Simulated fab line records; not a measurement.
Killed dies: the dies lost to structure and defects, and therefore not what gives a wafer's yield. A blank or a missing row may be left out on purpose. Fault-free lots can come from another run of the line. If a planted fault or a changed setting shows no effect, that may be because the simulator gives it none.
The tool behind it: which one? -- flow sky130 -- 36 wafers sampled from 12 lots at 1 step of a route of 708

WHAT EACH GAUGE READ, for each wafer
SKY_METAL3_OVL_MEAS_14.
lot,measured,on,METAL3_OVL (nm)
L076,day 39 23:10,overlay-01,4 7 14
L077,day 40 13:04,overlay-01,-2 4 3
L079,day 40 22:56,overlay-02,-2 6 -2
L081,day 41 17:56,overlay-01,1 0 -5
L083,day 42 05:23,overlay-01,11 -1 3
L085,day 42 19:56,overlay-01,-3 2 -1
L087,day 43 05:43,overlay-02,-3 -10 -4
L089,day 43 21:38,overlay-01,9 10 8
L091,day 44 14:13,overlay-01,-3 -3 -4
L093,day 44 19:07,overlay-01,7 4 -1
L095,day 45 10:55,overlay-02,7 2 5
L097,day 45 16:29,overlay-02,9 -2 -2

WHAT TOOL EACH LOT RAN ON (gives the tool, then ch and the chambers of the sampled wafers, and finally the start)
The record holds no process step before these readings.

THE ANSWER, worked out from the rows above alone
Rule: the lots themselves supply what counts as usual. Put in order of their means at a reading, lots are off if they are a third of the lots or fewer, leave a main group of 4 or more, and stand apart from it by a gap of 3 or more times the standard deviation of the main group's means; of several such gaps the widest counts. A main group whose means are all the same, to the digits that the tables above print for the reading, isn't used. Also off: a lot with no number at a reading for which 4 or more lots have one. Where the step has rows for the other lots, those lots are counted as sound.
Across all readings shown, no lot is off: no conclusion can be drawn from this.

WHAT HAD BEEN PUT IN BY THE SIMULATOR
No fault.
